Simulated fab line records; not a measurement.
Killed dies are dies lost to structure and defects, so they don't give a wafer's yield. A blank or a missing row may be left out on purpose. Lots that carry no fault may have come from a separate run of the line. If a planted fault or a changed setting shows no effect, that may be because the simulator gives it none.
Which tool was responsible? | flow sky130 | 30 wafers from 10 lots sampled at 7 of the route's 708 steps

== WHAT THE GAUGES READ, wafer by wafer ==
SKY_SD_P_CD_MEAS_07 targets a cd of 380 nm. Usual: 380 nm for cd-nm, sd 3.2.
lot  | measured     | on        | cd-nm (nm)  | flag
L198 | day 25 03:08 | cd-sem-02 | 381 378 379 |
L200 | day 25 22:16 | cd-sem-02 | 382 380 378 |
L201 | day 26 19:09 | cd-sem-02 | 378 376 374 |
L208 | day 29 05:55 | cd-sem-02 | 380 382 383 |
L213 | day 30 09:02 | cd-sem-01 | 380 381 380 |
L214 | day 30 19:21 | cd-sem-02 | 375 382 378 |
L216 | day 31 16:08 | cd-sem-01 | 384 386 385 |
L219 | day 32 22:43 | cd-sem-01 | 383 385 382 |
L220 | day 32 23:00 | cd-sem-01 | 381 380 379 |
L221 | day 33 06:11 | cd-sem-02 | 383 386 383 |

SKY_RES_XHIGH_TW_MEAS_09. Usual: RES_XHIGH_TW typically reads 1634, with standard deviation 10.
lot  | measured     | on            | RES_XHIGH_TW   | flag
L198 | day 26 09:22 | film-metro-01 | 1627 1630 1627 |
L200 | day 27 03:30 | film-metro-03 | 1639 1638 1642 |
L201 | day 27 23:48 | film-metro-03 | 1639 1646 1646 |
L208 | day 30 10:04 | film-metro-02 | 1641 1646 1640 |
L213 | day 31 12:16 | film-metro-01 | 1527 1522 1529 | OFF
L214 | day 31 22:22 | film-metro-01 | 1528 1525 1524 | OFF
L216 | day 32 19:14 | film-metro-02 | 1630 1641 1629 |
L219 | day 34 01:17 | film-metro-03 | 1643 1649 1641 |
L220 | day 34 02:27 | film-metro-03 | 1640 1640 1642 |
L221 | day 34 08:31 | film-metro-01 | 1628 1622 1624 |

SKY_SD_N_RS_MEAS_18: the measuring method here is four-point-probe. Usual: RES_XHIGH_RS typically reads 333.4 ohm/sq, with standard deviation 1.2.
lot  | measured     | on            | RES_XHIGH_RS (ohm/sq) | flag
L198 | day 27 15:19 | film-metro-03 | 333.7 333.2 333.4     |
L200 | day 28 08:53 | film-metro-01 | 333.3 332.0 332.7     |
L201 | day 29 04:44 | film-metro-02 | 333.4 331.8 333.5     |
L208 | day 31 14:07 | film-metro-01 | 332.4 332.4 333.1     |
L213 | day 32 15:49 | film-metro-03 | 389.3 389.7 388.6     | OFF
L214 | day 33 02:52 | film-metro-03 | 389.1 389.6 389.7     | OFF
L216 | day 33 22:04 | film-metro-03 | 333.8 332.5 333.2     |
L219 | day 35 04:28 | film-metro-02 | 333.4 333.3 333.4     |
L220 | day 35 05:08 | film-metro-03 | 333.3 334.0 334.6     |
L221 | day 35 11:40 | film-metro-01 | 334.2 333.7 335.2     |

== WHAT TOOL EACH LOT RAN ON (gives the tool, then ch and the chambers of the sampled wafers, and finally the start) ==
lot  | SKY_POLY_CUT_STRIP_12                | SKY_RES_XHIGH_IMPLANT_07        | SKY_RES_XHIGH_STRIP_08               | SKY_SD_N_RTA_14
L198 | plasma-asher-01 ch 1, day 23 21:21   | implanter-01 ch 0, day 26 09:08 | plasma-asher-03 ch 0,1, day 26 09:16 | rtp-anneal-02 ch 0, day 27 14:53
L200 | plasma-asher-01 ch 0,1, day 24 17:11 | implanter-03 ch 0, day 27 03:15 | plasma-asher-01 ch 0,1, day 27 03:24 | rtp-anneal-01 ch 0, day 28 08:29
L201 | plasma-asher-04 ch 0,1, day 25 13:21 | implanter-01 ch 0, day 27 23:33 | plasma-asher-03 ch 0,1, day 27 23:42 | rtp-anneal-02 ch 0, day 29 04:20
L208 | plasma-asher-01 ch 0,1, day 28 01:12 | implanter-03 ch 0, day 30 09:50 | plasma-asher-03 ch 0,1, day 30 09:58 | rtp-anneal-01 ch 0, day 31 13:41
L213 | plasma-asher-01 ch 1, day 29 05:54   | implanter-03 ch 0, day 31 12:02 | plasma-asher-03 ch 0, day 31 12:10   | rtp-anneal-02 ch 0, day 32 15:23
L214 | plasma-asher-03 ch 0,1, day 29 16:36 | implanter-03 ch 0, day 31 22:07 | plasma-asher-03 ch 0,1, day 31 22:16 | rtp-anneal-01 ch 0, day 33 02:27
L216 | plasma-asher-04 ch 0,1, day 30 12:44 | implanter-01 ch 0, day 32 18:59 | plasma-asher-03 ch 0,1, day 32 19:07 | rtp-anneal-01 ch 0, day 33 21:38
L219 | plasma-asher-04 ch 0,1, day 31 20:17 | implanter-01 ch 0, day 34 01:02 | plasma-asher-01 ch 0,1, day 34 01:10 | rtp-anneal-01 ch 0, day 35 04:02
L220 | plasma-asher-03 ch 0,1, day 31 20:38 | implanter-04 ch 0, day 34 02:12 | plasma-asher-02 ch 0,1, day 34 02:21 | rtp-anneal-02 ch 0, day 35 04:44
L221 | plasma-asher-04 ch 0,1, day 32 03:32 | implanter-01 ch 0, day 34 08:17 | plasma-asher-03 ch 0, day 34 08:25   | rtp-anneal-01 ch 0, day 35 11:14
- SKY_POLY_CUT_STRIP_12: strips in O2/N2.
- SKY_RES_XHIGH_IMPLANT_07
- SKY_RES_XHIGH_STRIP_08: strips in O2/N2.
- SKY_SD_N_RTA_14: time 2 s.

== WHAT THE TOOLS THEMSELVES READ (means of the sampled wafers that have a number; where no wafer has one, the mark that the record gives instead) ==
SKY_POLY_CUT_STRIP_12. Usual: chamber-pressure-mTorr 1499.9 mTorr, standard deviation 1.3; drypump-motor-current-A 5.6 A, standard deviation 0.58; oes-product-au 0.453 a.u., standard deviation 0.0044; strip-time-to-endpoint-s 5.365 s, standard deviation 0.016.
lot  | tool            | chamber-pressure-mTorr (mTorr) | drypump-motor-current-A (A) | oes-product-au (a.u.) | strip-time-to-endpoint-s (s) | flag
L198 | plasma-asher-01 | 1500.1                         | 4.9                         | 0.452                 | 5.362                        |
L200 | plasma-asher-01 | 1498.3                         | 5.5                         | 0.451                 | 5.362                        |
L201 | plasma-asher-04 | 1500.1                         | 5.8                         | 0.455                 | 5.383                        |
L208 | plasma-asher-01 | 1499.5                         | 5.5                         | 0.455                 | 5.363                        |
L213 | plasma-asher-01 | 1500.3                         | 5.0                         | 0.454                 | 5.367                        |
L214 | plasma-asher-03 | 1499.9                         | 5.8                         | 0.454                 | 5.376                        |
L216 | plasma-asher-04 | 1499.2                         | 6.2                         | 0.457                 | 5.333                        |
L219 | plasma-asher-04 | 1499.3                         | 5.8                         | 0.455                 | 5.356                        |
L220 | plasma-asher-03 | 1500.2                         | 5.4                         | 0.451                 | 5.360                        |
L221 | plasma-asher-04 | 1500.0                         | 5.8                         | 0.455                 | 5.366                        |

SKY_RES_XHIGH_IMPLANT_07. Usual: beam-on-s 41.2 s, standard deviation 2; dose-ions-cm2 3.6e+14, standard deviation 4.1e+11.
lot  | tool         | beam-on-s (s) | dose-ions-cm2 | flag
L198 | implanter-01 | 42.6          | 3.6e+14       |
L200 | implanter-03 | 39.0          | 3.6e+14       |
L201 | implanter-01 | 42.3          | 3.6e+14       |
L208 | implanter-03 | 38.0          | 3.6e+14       |
L213 | implanter-03 | 31.5          | 2.9e+14       | OFF
L214 | implanter-03 | 31.4          | 2.9e+14       | OFF
L216 | implanter-01 | 43.0          | 3.6e+14       |
L219 | implanter-01 | 42.3          | 3.6e+14       |
L220 | implanter-04 | 42.3          | 3.6e+14       |
L221 | implanter-01 | 43.3          | 3.6e+14       |

SKY_RES_XHIGH_STRIP_08. Usual: chamber-pressure-mTorr 1500.1 mTorr, standard deviation 1.4; drypump-motor-current-A 5.6 A, standard deviation 0.44; oes-product-au 0.711 a.u., standard deviation 0.005; strip-time-to-endpoint-s 14.24 s, standard deviation 0.044.
lot  | tool            | chamber-pressure-mTorr (mTorr) | drypump-motor-current-A (A) | oes-product-au (a.u.) | strip-time-to-endpoint-s (s) | flag
L198 | plasma-asher-03 | 1500.6                         | 5.4                         | 0.711                 | 14.25                        |
L200 | plasma-asher-01 | 1499.7                         | 5.4                         | 0.714                 | 14.23                        |
L201 | plasma-asher-03 | 1499.5                         | 5.8                         | 0.710                 | 14.32                        |
L208 | plasma-asher-03 | 1499.3                         | 5.4                         | 0.713                 | 14.21                        |
L213 | plasma-asher-03 | 1499.3                         | 6.1                         | 0.719                 | 14.11                        |
L214 | plasma-asher-03 | 1501.3                         | 5.4                         | 0.713                 | 14.15                        |
L216 | plasma-asher-03 | 1499.4                         | 5.8                         | 0.711                 | 14.20                        |
L219 | plasma-asher-01 | 1499.9                         | 5.4                         | 0.705                 | 14.24                        |
L220 | plasma-asher-02 | 1501.0                         | 5.7                         | 0.715                 | 14.21                        |
L221 | plasma-asher-03 | 1501.3                         | 6.1                         | 0.711                 | 14.33                        |

SKY_SD_N_RTA_14. Usual: lamp-power-pct 15.73 %, standard deviation 0.052; wafer_temp_C_max 1077.9, standard deviation 1.2.
lot  | tool          | lamp-power-pct (%) | wafer_temp_C_max | flag
L198 | rtp-anneal-02 | 15.73              | 1077.6           |
L200 | rtp-anneal-01 | 15.71              | 1078.1           |
L201 | rtp-anneal-02 | 15.74              | 1077.1           |
L208 | rtp-anneal-01 | 15.74              | 1077.1           |
L213 | rtp-anneal-02 | 15.74              | 1078.2           |
L214 | rtp-anneal-01 | 15.77              | 1079.3           |
L216 | rtp-anneal-01 | 15.67              | 1078.1           |
L219 | rtp-anneal-01 | 15.71              | 1078.1           |
L220 | rtp-anneal-02 | 15.76              | 1078.7           |
L221 | rtp-anneal-01 | 15.79              | 1076.9           |

== THE ANSWER, worked out from the rows above alone ==
Rule: lot off if the mean of its wafers having a number is beyond 3 standard deviations from the usual mean. Also off: a lot with no number at a reading for which 4 or more lots have one. The other lots that the step has rows for count as sound. After the gauges, taken in route order, come the tools' own readings; for these a lot's mean is taken, as printed above. At the first step where some lot is off, the reading lying furthest off is the one used; lots without a number count as furthest.
Off: L213, L214, seen at SKY_RES_XHIGH_TW_MEAS_09 (RES_XHIGH_TW).
A tool fits if, at a process step before that reading, it ran every lot that is off, and no sound lot after the first of them. Not tried: the gauges at SKY_RES_XHIGH_TW_MEAS_09; whatever is off there is also off at SKY_SD_N_RS_MEAS_18, on other tools, and gauge error can't account for it. One fits: implanter-03 at SKY_RES_XHIGH_IMPLANT_07. Its last sound lot is L208 (day 30 09:50), its first lot that is off L213 (day 31 12:02): a fault that began between those two fits.
The tool's own readings at SKY_RES_XHIGH_IMPLANT_07 bear it out: on the lots that are off they differ by more than 5 times the standard deviation of the sound lots' means. beam-on-s reads 31.4 s there against 41.6 s on the sound lots; dose-ions-cm2 reads 2.9e+14 there against 3.6e+14 on the sound lots.

== WHAT THE SIMULATOR HAD PUT IN ==
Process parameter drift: implanter-03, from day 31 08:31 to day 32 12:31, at SKY_RES_XHIGH_IMPLANT_07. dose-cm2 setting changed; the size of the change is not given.
Lots struck among those shown: L213, L214. The rule above found the same.
